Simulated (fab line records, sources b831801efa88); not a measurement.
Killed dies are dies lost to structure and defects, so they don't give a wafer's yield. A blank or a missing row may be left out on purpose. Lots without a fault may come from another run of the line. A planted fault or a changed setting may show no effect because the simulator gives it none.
A struck lot beside a sound one | flow gf180mcu | 15 steps out of a route of 602
Sound: wafers L658.1, L658.2, L658.4. Struck: wafer L671.2. (L671.1, L671.5 of the same lot were not struck and are left out.) The cause comes at the end.
At each step with rows: each side's tool, then ch and its chambers, then its first start. Under that, the readings that differ: sound wafers | struck wafers | difference of the means | sigmas: that difference in standard deviations of wafers without a fault.
alike: readings whose means differ by less than 2 such deviations, and words and numbers that are the same on both sides. not compared: withheld readings, readings that some wafer has no value for, bounds like >300 that may hide the same value, and numbers for which the record gives no deviation and whose values overlap.
The two part at a step that has a row with sigmas, a row that says differs or no value, or rows on one side only. Numbers that don't overlap but have no deviation are shown without sigmas and don't part them. A reading that every wafer of one side lacks parts them only if that side has two wafers or more.

GF_V1_BOW_MEAS_05:
  sound on film_metro-02, day 20 11:41; struck on film_metro-01, day 24 23:34
  alike: V1_BOW
then, 8 steps without rows for these wafers: GF_V1_DEHYDRATE_06 (time 60 s); GF_V1_HMDS_07 (prime time 60 s); GF_V1_COAT_08; GF_V1_COAT_09 (resist thk 1000 nm); GF_V1_SOFTBAKE_10 (time 58.15 s); GF_V1_EXPOSE_11 (exposes mask Via1, target cd 260 nm); GF_V1_PEB_12 (peb time 90 s); GF_V1_DEVELOP_13 (develop time 60 s).
GF_V1_CD_MEAS_14: target cd 260 nm.
  sound on cd_sem-02, day 21 11:11; struck on cd_sem-01, day 25 21:10
  alike: cd_nm
GF_V1_OVL_MEAS_15:
  sound on overlay-01, day 21 11:19; struck on overlay-01, day 25 21:17
  alike: V1_OVL
GF_V1_ETCH_16: etches BARC in N2/H2.
  sound on rie_diel-02 ch 0,2,3, day 21 11:20; struck on rie_diel-01 ch 2, day 25 21:19
  reading                     | sound       | struck | difference | sigmas
  drypump_motor_current_A (A) | 5.7 5.7 6.1 | 6.8    | +1.0       | +2
  alike: bias_w, oes_product_au, throttle_valve_pct
GF_V1_ETCH_17: etches SiO2 in C4F8/O2/Ar, stops on TiN, target depth 630 nm.
  sound on rie_diel-02 ch 0,2,3, day 21 11:00; struck on rie_diel-01 ch 2, day 25 21:00
  reading    | sound          | struck | difference | sigmas
  bias_w (W) | 1194 1201 1201 | 1164   | -35        | -9
  alike: oes_product_au
GF_V1_STRIP_18: strips in O2/N2.
  sound on plasma_asher-03 ch 0,1, day 21 11:28; struck on plasma_asher-03 ch 0, day 25 21:27
  alike: drypump_motor_current_A, heater_power_w, oes_product_au
  not compared: rf_hours_counter_h
GF_PASSIVATION_PROBE_99:
  the record has rows for the sound wafers here (prober-02, day 31 14:40) and none for the struck ones

WHERE THEY PART
First at GF_V1_ETCH_16; last, within this record, at GF_PASSIVATION_PROBE_99.

WHY: what the simulator had put in
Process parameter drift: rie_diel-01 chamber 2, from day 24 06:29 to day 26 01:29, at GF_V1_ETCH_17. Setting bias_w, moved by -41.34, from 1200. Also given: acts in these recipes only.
